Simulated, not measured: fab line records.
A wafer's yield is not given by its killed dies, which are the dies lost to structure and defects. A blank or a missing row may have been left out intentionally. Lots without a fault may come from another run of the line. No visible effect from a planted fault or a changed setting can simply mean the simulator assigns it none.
Which tool is to blame? / flow sky130 / 6 lots with 18 wafers sampled at 4 steps, on a route of 708 steps

## WHAT EACH GAUGE READ, for each wafer
SKY_NWELL_TW_MEAS_26.
lot=L532; measured=day 5 11:01; on=film_metro-01; NWELL_2_TW=495 496 498
lot=L534; measured=day 6 01:31; on=film_metro-04; NWELL_2_TW=500 501 500
lot=L536; measured=day 6 13:01; on=film_metro-04; NWELL_2_TW=500 501 496
lot=L539; measured=day 7 05:49; on=film_metro-03; NWELL_2_TW=496 494 496
lot=L549; measured=day 10 09:44; on=film_metro-04; NWELL_2_TW=502 502 502
lot=L552; measured=day 10 15:22; on=film_metro-01; NWELL_2_TW=498 497 499

## WHAT TOOL EACH LOT RAN ON (gives the tool, then ch and the chambers of the sampled wafers, and finally the start)
lot=L532; SKY_PWDE_STRIP_09=plasma_asher-04 ch 0,1, day 4 00:26; SKY_NWELL_STRIP_14=plasma_asher-04 ch 0,1, day 4 17:40; SKY_NWELL_STRIP_25=plasma_asher-01 ch 0,1, day 5 10:55
lot=L534; SKY_PWDE_STRIP_09=plasma_asher-02 ch 0,1, day 4 13:29; SKY_NWELL_STRIP_14=plasma_asher-02 ch 0,1, day 5 07:46; SKY_NWELL_STRIP_25=plasma_asher-02 ch 0,1, day 6 01:25
lot=L536; SKY_PWDE_STRIP_09=plasma_asher-03 ch 0,1, day 4 23:59; SKY_NWELL_STRIP_14=plasma_asher-04 ch 0,1, day 5 18:40; SKY_NWELL_STRIP_25=plasma_asher-04 ch 0,1, day 6 12:55
lot=L539; SKY_PWDE_STRIP_09=plasma_asher-03 ch 0,1, day 5 16:43; SKY_NWELL_STRIP_14=plasma_asher-04 ch 0,1, day 6 11:22; SKY_NWELL_STRIP_25=plasma_asher-01 ch 0,1, day 7 05:43
lot=L549; SKY_PWDE_STRIP_09=plasma_asher-03 ch 0,1, day 8 13:34; SKY_NWELL_STRIP_14=plasma_asher-02 ch 0,1, day 9 11:11; SKY_NWELL_STRIP_25=plasma_asher-04 ch 0,1, day 10 09:37
lot=L552; SKY_PWDE_STRIP_09=plasma_asher-02 ch 0,1, day 8 19:34; SKY_NWELL_STRIP_14=plasma_asher-02 ch 0,1, day 9 16:52; SKY_NWELL_STRIP_25=plasma_asher-01 ch 0,1, day 10 15:16
- SKY_PWDE_STRIP_09: strips in O2/N2.
- SKY_NWELL_STRIP_14: strips in O2/N2.
- SKY_NWELL_STRIP_25: strips in O2/N2.

## THE ANSWER, worked out from the rows above alone
Rule: the usual values come from the lots themselves. The widest of any qualifying gaps counts: lots, ordered by their means at a reading, are off when they make up no more than a third of the lots, leave a main group of 4 or more, and stand apart from it by 3 or more times the standard deviation of that group's means. The tables above print the reading to a certain number of digits; a main group whose means all agree to those digits is not used. A lot without any number at a reading at which 4 lots or more have one is off too. All remaining lots with rows at the step are treated as sound.
None of the lots is off at any reading shown; this tells nothing.

## WHAT THE SIMULATOR PUT IN
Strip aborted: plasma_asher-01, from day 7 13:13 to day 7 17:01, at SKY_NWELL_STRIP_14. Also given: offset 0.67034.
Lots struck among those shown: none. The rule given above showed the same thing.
